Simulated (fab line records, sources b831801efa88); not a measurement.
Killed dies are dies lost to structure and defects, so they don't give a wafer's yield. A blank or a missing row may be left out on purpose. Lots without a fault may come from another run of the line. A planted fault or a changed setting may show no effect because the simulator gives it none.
A struck lot beside a sound one | flow sky130 | 43 steps out of a route of 708
Sound: wafers L804.3, L804.4, L804.6. Struck: wafers L817.1, L817.2, L817.3. The cause comes at the end.
At each step with rows: each side's tool, then ch and its chambers, then its first start. Under that, the readings that differ: sound wafers | struck wafers | difference of the means | sigmas: that difference in standard deviations of wafers without a fault.
alike: readings whose means differ by less than 2 such deviations, and words and numbers that are the same on both sides. not compared: withheld readings, readings that some wafer has no value for, bounds like >300 that may hide the same value, and numbers for which the record gives no deviation and whose values overlap.
The two part at a step that has a row with sigmas, a row that says differs or no value, or rows on one side only. Numbers that don't overlap but have no deviation are shown without sigmas and don't part them. A reading that every wafer of one side lacks parts them only if that side has two wafers or more.

first, 7 steps without rows for these wafers: SKY_LOCAL_INTERCONNECT_HMDS_04 (prime time 60 s); SKY_LOCAL_INTERCONNECT_COAT_05 (resist thk 60 nm); SKY_LOCAL_INTERCONNECT_COAT_06 (resist thk 450 nm); SKY_LOCAL_INTERCONNECT_SOFTBAKE_07 (time 90 s); SKY_LOCAL_INTERCONNECT_EXPOSE_08 (exposes mask LI1M, target cd 170 nm); SKY_LOCAL_INTERCONNECT_PEB_09; SKY_LOCAL_INTERCONNECT_DEVELOP_10 (develop time 60 s).
SKY_LOCAL_INTERCONNECT_CD_MEAS_11: target cd 170 nm.
  sound on cd_sem-02, day 31 02:07; struck on cd_sem-02, day 35 22:06
  reading    | sound             | struck            | difference | sigmas
  cd_nm (nm) | 171.4 170.6 169.8 | 167.9 167.1 168.6 | -2.7       | -2
SKY_LOCAL_INTERCONNECT_OVL_MEAS_12:
  sound on overlay-01, day 31 02:13; struck on overlay-02, day 35 22:13
  alike: LOCAL_INTERCONNECT_OVL
SKY_LOCAL_INTERCONNECT_ETCH_13: etches BARC in N2/H2, stops on SiO2, time 45.9 s, target depth 60 nm.
  sound on rie_metal-01 ch 0,1, day 31 02:16; struck on rie_metal-02 ch 0,1, day 35 22:16
  alike: drypump_motor_current_A, oes_product_au, throttle_valve_pct
  not compared: rf_hours_counter_h
then, 1 step without rows for these wafers: SKY_LOCAL_INTERCONNECT_METAL_ETCH_14 (etches TiN in Cl2/BCl3, stops on PSG, target depth 110 nm, time 31.4 s).
SKY_LOCAL_INTERCONNECT_STRIP_15: strips in O2/N2.
  sound on plasma_asher-01 ch 0,1, day 31 02:23; struck on plasma_asher-02 ch 0,1, day 35 22:22
  reading                      | sound             | struck            | difference | sigmas
  oes_product_au (a.u.)        | 0.432 0.433 0.428 | 0.422 0.430 0.414 | -0.009     | -2
  strip_time_to_endpoint_s (s) | 4.770 4.753 4.742 | 4.710 4.712 4.698 | -0.048     | -3
  alike: drypump_motor_current_A
  not compared: rf_hours_counter_h
SKY_LOCAL_INTERCONNECT_STRIP_16: strips in post etch residue remover, time 1200 s.
  sound on wet_bench-03 ch 2, day 31 02:27; struck on wet_bench-02 ch 1, day 35 22:28
then, 3 steps without rows for these wafers: SKY_LOCAL_INTERCONNECT_CLEAN_17 (cleans in IPA, time 180 s); SKY_LOCAL_INTERCONNECT_CLEAN_18 (cleans in O3/DIW); SKY_CONTACT_CVD_00 (deposits Si3N4, target thk 75 nm).
SKY_CONTACT_THK_MEAS_01:
  sound on film_metro-01, day 31 02:59; struck on film_metro-03, day 35 23:01
  alike: CONTACT_CVD_00_THK
then, 1 step without rows for these wafers: SKY_CONTACT_HDPCVD_02 (deposits SiO2, target thk 565 nm, time 94.2 s).
SKY_CONTACT_THK_MEAS_03:
  sound on film_metro-03, day 31 03:07; struck on film_metro-04, day 35 23:08
  reading                 | sound       | struck      | difference | sigmas
  CONTACT_HDPCVD_THK (nm) | 559 558 553 | 572 577 568 | +16        | +3
then, 1 step without rows for these wafers: SKY_CONTACT_CMP_04 (polishes SiO2).
SKY_CONTACT_BOW_MEAS_05:
  sound on film_metro-03, day 31 03:47; struck on film_metro-03, day 35 23:30
  alike: CONTACT_BOW
then, 8 steps without rows for these wafers: SKY_CONTACT_DEHYDRATE_06 (time 60 s); SKY_CONTACT_HMDS_07 (prime time 60 s); SKY_CONTACT_COAT_08 (resist thk 60 nm); SKY_CONTACT_COAT_09 (resist thk 450 nm); SKY_CONTACT_SOFTBAKE_10 (time 90 s); SKY_CONTACT_EXPOSE_11 (exposes mask CTM1, target cd 170 nm); SKY_CONTACT_PEB_12; SKY_CONTACT_DEVELOP_13 (develop time 60 s).
SKY_CONTACT_CD_MEAS_14: target cd 170 nm.
  sound on cd_sem-01, day 32 07:37; struck on cd_sem-01, day 37 01:25
  alike: cd_nm
SKY_CONTACT_OVL_MEAS_15:
  sound on overlay-02, day 32 07:42; struck on overlay-01, day 37 01:32
  alike: CONTACT_OVL
SKY_CONTACT_ETCH_16: etches BARC in N2/H2, stops on SiO2, time 45.9 s, target depth 60 nm.
  sound on rie_diel-04 ch 0,3, day 32 07:44; struck on rie_diel-02 ch 1,2,3, day 37 01:35
  reading               | sound             | struck            | difference | sigmas
  oes_product_au (a.u.) | 0.848 0.851 0.850 | 0.855 0.862 0.861 | +0.010     | +2
  alike: drypump_motor_current_A, throttle_valve_pct
  not compared: rf_hours_counter_h
SKY_CONTACT_ETCH_17: etches SiO2 in C4F8/O2/Ar, stops on Si3N4, target depth 340 nm.
  sound on rie_diel-04 ch 0,3, day 32 07:46; struck on rie_diel-02 ch 1,2,3, day 37 01:37
  alike: oes_product_au
SKY_CONTACT_ETCH_18: etches Si3N4 in CHF3/O2, stops on TiN, time 39 s, target depth 75 nm.
  sound on rie_diel-04 ch 0,3; struck on rie_diel-02 ch 1,2,3
  alike: O2_flow_sccm, drypump_motor_current_A, oes_product_au, throttle_valve_pct
  not compared: rf_hours_counter_h
then, 6 steps without rows for these wafers: SKY_CONTACT_STRIP_19 (strips in O2/N2); SKY_CONTACT_STRIP_20 (strips in post etch residue remover, time 1200 s); SKY_CONTACT_CLEAN_21 (cleans in IPA, time 180 s); SKY_CONTACT_CLEAN_22 (cleans in O3/DIW); SKY_CONTACT_SPUTTER_23 (material TiN, target thk 20 nm, time 80 s); SKY_CONTACT_CVD_24 (deposits W, target thk 340 nm, time 102.12 s).
SKY_CONTACT_RS_MEAS_25: measures by four-point-probe.
  sound on film_metro-01, day 32 08:43; struck on film_metro-03, day 37 02:34
  alike: CONTACT_W_RS
SKY_CONTACT_THK_MEAS_26: measures by xrf.
  sound on film_metro-01, day 32 08:49; struck on film_metro-03, day 37 02:41
  reading            | sound       | struck      | difference | sigmas
  CONTACT_W_THK (nm) | 334 341 333 | 355 355 360 | +21        | +3
-- the record jumps here: 13 days lie between the struck wafers' starts before and after (it left off in module CONTACT and takes up again in module PAD_OPEN, whose first step shown is number 708 of the route) --
SKY_PAD_OPEN_PROBE_99:
  the record has rows for the struck wafers here (prober-02, day 49 20:31) and none for the sound ones

WHERE THEY PART
First at SKY_LOCAL_INTERCONNECT_CD_MEAS_11; last, within this record, at SKY_PAD_OPEN_PROBE_99.

WHY: what the simulator had put in
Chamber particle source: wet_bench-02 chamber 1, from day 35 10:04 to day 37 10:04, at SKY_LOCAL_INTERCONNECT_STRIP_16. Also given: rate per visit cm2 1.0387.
